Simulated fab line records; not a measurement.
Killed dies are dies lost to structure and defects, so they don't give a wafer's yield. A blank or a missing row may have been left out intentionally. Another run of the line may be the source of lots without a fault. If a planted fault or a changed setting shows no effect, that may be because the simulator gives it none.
A struck lot beside a sound one || flow sky130 || 31 steps out of a route of 708
Sound: wafers L886.1, L886.2, L886.6. Struck: wafer L898.2. (L898.4, L898.6 of the same lot were not struck and are left out.) The cause comes at the end.
Per side, at each step with rows, come the tool, then ch with its chambers, and then its first start. Under that, the readings that differ: sound wafers || struck wafers || difference of the means || sigmas: that difference in standard deviations of wafers without a fault.
alike: same words and numbers on both sides, and readings whose means sit less than 2 such deviations apart. not compared: any withheld reading, any reading some wafer has no value for, any bound like >300 that may hide the same value, and any number with overlapping values for which the record gives no deviation.
The two part at a step that has a row with sigmas, a row that says differs or no value, or rows on one side only. Numbers that have no deviation but don't overlap get no sigmas and don't part them. Lack of a reading on every wafer of one side parts them only where that side has two or more wafers.

first, 3 steps without rows for these wafers: SKY_VIA1_STRIP_17 (strips in post etch residue remover, time 1200 s); SKY_VIA1_CLEAN_18 (cleans in IPA, time 180 s); SKY_VIA1_CLEAN_19 (cleans in O3/DIW).
SKY_VIA1_SPUTTER_20: material TiN, target thk 20 nm, time 80 s.
  struck on pvd sputter-02, day 40 00:25; sound on pvd sputter-02, day 37 00:15
  alike: chamber pressure pa, throttle valve pct
then, 1 step without rows for these wafers: SKY_VIA1_CVD_21 (deposits W, target thk 270 nm, time 80.902 s).
SKY_VIA1_RS_MEAS_22: measurement is done with a four-point probe.
  struck on film metro-01, day 40 00:35; sound on film metro-01, day 37 00:24
  alike: VIA1_W_RS
SKY_VIA1_THK_MEAS_23: measures by xrf.
  struck on film metro-01, day 40 00:42; sound on film metro-01, day 37 00:31
  alike: VIA1_W_THK
then, 1 step without rows for these wafers: SKY_VIA1_CMP_24 (polishes, stops on SiO2, t overpolish 15 s, target thk 0 nm).
SKY_METAL2_SPUTTER_00: material Ti, target thk 15 nm, time 10 s.
  struck on pvd sputter-03, day 40 01:03; sound on pvd sputter-01, day 37 00:53
  alike: chamber pressure pa, throttle valve pct
then, 2 steps without rows for these wafers: SKY_METAL2_SPUTTER_01 (material TiN, target thk 20 nm, time 16.7 s); SKY_METAL2_SPUTTER_02 (material AlCu, target thk 250 nm, time 13.3 s).
SKY_METAL2_SPUTTER_03: material Ti, target thk 5 nm, time 3.3 s.
  struck on pvd sputter-03, day 40 01:08; sound on pvd sputter-01, day 37 00:57
  alike: chamber pressure pa, throttle valve pct
SKY_METAL2_SPUTTER_04: material TiN, target thk 70 nm, time 58.3 s.
  struck on pvd sputter-03, day 40 01:08; sound on pvd sputter-01, day 37 00:58
{"reading": "chamber pressure pa (Pa)", "sound": "0.3996 0.3989 0.3987", "struck": 0.4009, "difference": "+0.0018", "sigmas": "+2"}
{"reading": "model.TiN_of_METAL2_SPUTTER_04.thk nm (nm)", "sound": "69.19 69.13 69.4", "struck": 77.47, "difference": "+8.23", "sigmas": ""}
  alike: throttle valve pct
SKY_METAL2_RS_MEAS_05: measurement is done with a four-point probe.
  struck on film metro-03, day 40 01:13; sound on film metro-03, day 37 01:01
{"reading": "METAL2_ALCU_RS (ohm/sq)", "sound": "0.1267 0.1279 0.1260", "struck": 0.1237, "difference": -0.0032, "sigmas": -3}
SKY_METAL2_THK_MEAS_06: measures by xrf.
  struck on film metro-03, day 40 01:19; sound on film metro-03, day 37 01:08
  alike: METAL2_ALCU_THK
then, 8 steps without rows for these wafers: SKY_METAL2_DEHYDRATE_07 (time 60 s); SKY_METAL2_HMDS_08 (prime time 60 s); SKY_METAL2_COAT_09 (resist thk 60 nm); SKY_METAL2_COAT_10 (resist thk 450 nm); SKY_METAL2_SOFTBAKE_11 (time 90 s); SKY_METAL2_EXPOSE_12 (exposes mask MM2, target cd 140 nm); SKY_METAL2_PEB_13; SKY_METAL2_DEVELOP_14 (develop time 60 s).
SKY_METAL2_CD_MEAS_15 targets a cd of 140 nm.
  struck on cd sem-01, day 41 01:02; sound on cd sem-01, day 38 02:50
  alike: cd nm
SKY_METAL2_OVL_MEAS_16:
  struck on overlay-01, day 41 01:08; sound on overlay-01, day 38 02:57
  alike: METAL2_OVL
then, 1 step without rows for these wafers: SKY_METAL2_DESCUM_17 (chemistry O2, time 8 s).
SKY_METAL2_ETCH_18: etches BARC in N2/H2, stops on SiO2, time 45.9 s, target depth 60 nm.
  sound on rie metal-03 ch 0,1, day 38 03:01; struck on rie metal-03 ch 1, day 41 01:12
{"reading": "throttle valve pct (%)", "sound": "13.211 13.215 13.222", "struck": 13.235, "difference": "+0.019", "sigmas": "+2"}
  alike: drypump motor current A, oes product au
  not compared: rf hours counter h
SKY_METAL2_METAL_ETCH_19: etches the open film in Cl2/BCl3, stops on SiO2, target depth 360 nm, time 78 s.
  sound on rie metal-03 ch 0,1, day 38 03:05; struck on rie metal-03 ch 1, day 41 01:16
  alike: drypump motor current A, oes product au, throttle valve pct
  not compared: rf hours counter h
then, 1 step without rows for these wafers: SKY_METAL2_STRIP_20 (strips in O2/N2).
SKY_METAL2_STRIP_21: strips in post etch residue remover, time 1200 s.
  sound on wet bench-03 ch 0, day 38 03:16; struck on wet bench-04 ch 3, day 41 01:28
{"reading": "model.TiN_of_METAL2_SPUTTER_04.thk nm (nm)", "sound": "68.77 68.71 68.99", "struck": 77.05, "difference": "+8.23", "sigmas": ""}
then, 1 step without rows for these wafers: SKY_METAL2_CLEAN_22 (cleans in IPA, time 180 s).

== WHERE THEY PART ==
Last at SKY_METAL2_ETCH_18 as far as this record goes, first at SKY_METAL2_SPUTTER_04. Later steps at which nothing parts them and some readings are alike: SKY_METAL2_METAL_ETCH_19.

WHY: what had been put in by the simulator
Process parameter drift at SKY_METAL2_SPUTTER_04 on pvd sputter-03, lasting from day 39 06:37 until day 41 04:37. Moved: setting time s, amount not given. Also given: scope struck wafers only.
